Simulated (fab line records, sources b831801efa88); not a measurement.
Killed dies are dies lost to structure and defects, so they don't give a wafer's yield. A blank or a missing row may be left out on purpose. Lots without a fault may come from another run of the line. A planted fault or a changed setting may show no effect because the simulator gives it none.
Chamber matching | flow gf180mcu | GF_HV_LDD_ETCHBACK_58 on rie_diel-01: 4 sister chambers
The step etches Si3N4 in CH3F/O2, stops on SiO2, time 100 s, target depth 90 nm. 4 wafers are shown with their chamber, then 8 later ones without.

WAFERS WITH THEIR CHAMBER
wafer  | chamber | throttle_valve_pct (%)
L971.4 | 1       | 10.562
L972.3 | 0       | 10.560
L972.6 | 2       | 10.561
L973.2 | 3       | 10.579

WAFERS WITHOUT THEIR CHAMBER
wafer  | throttle_valve_pct (%)
L973.5 | 10.570
L973.6 | 10.561
L976.2 | 10.566
L976.4 | 10.562
L976.6 | 10.550
L982.4 | 10.568
L982.5 | 10.559
L982.6 | 10.552

WHICH CHAMBER EACH WENT THROUGH
wafer  | from the rows above               | in truth
L973.5 | can't be placed: 1 or 2 or 3 or 0 | 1
L973.6 | can't be placed: 2 or 0 or 1      | 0
L976.2 | can't be placed: 1 or 2 or 0 or 3 | 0
L976.4 | can't be placed: 1 or 2 or 0      | 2
L976.6 | can't be placed: 0 or 2 or 1      | 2
L982.4 | can't be placed: 1 or 2 or 0 or 3 | 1
L982.5 | can't be placed: 0 or 2 or 1      | 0
L982.6 | can't be placed: 0 or 2 or 1      | 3
Placed correctly: 0 of 8. Can't be placed from these rows: 8 (the true chamber is among the candidates in 7). Placed wrongly: 0.
How it was worked out, from the rows above alone: a wafer's distance from a chamber is the root of the sum, over the readings, of the square of ((its reading less the chamber's mean) divided by the reading's scatter). The wafer belongs to the nearest chamber; if the next one is less than 2 further off, it can't be placed. A chamber's mean is the mean of its shown wafers. The scatter: with one shown wafer a chamber, the root of the mean of the squares of how far each hidden wafer lies from its nearest shown one.
